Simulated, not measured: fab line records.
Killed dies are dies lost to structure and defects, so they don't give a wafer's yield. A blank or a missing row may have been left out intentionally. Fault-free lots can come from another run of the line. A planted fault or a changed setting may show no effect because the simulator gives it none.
Matching of chambers ; flow sky130 ; 4 sister chambers for SKY_VIA2_ETCH_15 on rie diel-03
The step etches SiO2 in C4F8/O2/Ar, stops on TiN, target depth 546 nm, time 84 s. 4 wafers are shown with their chamber, then 11 later ones without.

== EACH WAFER AND ITS CHAMBER ==
wafer;chamber;chamber pressure mTorr (mTorr)
L088.2;1;40.05
L088.3;2;40.04
L089.5;0;39.98
L093.4;3;39.96

== WAFERS MISSING THEIR CHAMBER ==
wafer;chamber pressure mTorr (mTorr)
L093.5;39.99
L093.6;40.03
L092.2;40.01
L092.4;39.89
L092.5;40.00
L096.2;40.06
L096.3;40.03
L096.6;40.01
L097.4;40.01
L097.5;40.02
L097.6;40.02

== THE CHAMBER EACH PASSED THROUGH ==
wafer;from the rows above;in truth
L093.5;can't be placed: 0 or 3 or 2 or 1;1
L093.6;can't be placed: 2 or 1 or 0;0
L092.2;can't be placed: 0 or 2 or 1 or 3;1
L092.4;can't be placed: 3 or 0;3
L092.5;can't be placed: 0 or 2 or 3 or 1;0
L096.2;can't be placed: 1 or 2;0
L096.3;can't be placed: 2 or 1 or 0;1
L096.6;can't be placed: 0 or 2 or 1 or 3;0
L097.4;can't be placed: 0 or 2 or 1 or 3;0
L097.5;can't be placed: 2 or 1 or 0 or 3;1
L097.6;can't be placed: 2 or 1 or 0 or 3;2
0 of 11 placed correctly. Can't be placed from these rows: 11 (the true chamber is among the candidates in 10). Placed wrongly: 0.
How it was worked out, from the rows above alone: a wafer's distance from a chamber is the root of the sum, over the readings, of the square of ((its reading less the chamber's mean) divided by the reading's scatter). If the next closest chamber is less than 2 further off than the closest, the wafer can't be placed; otherwise it belongs to the closest. A chamber's mean is the mean of its shown wafers. The scatter: with one shown wafer a chamber, the root of the mean of the squares of how far each hidden wafer lies from its nearest shown one.
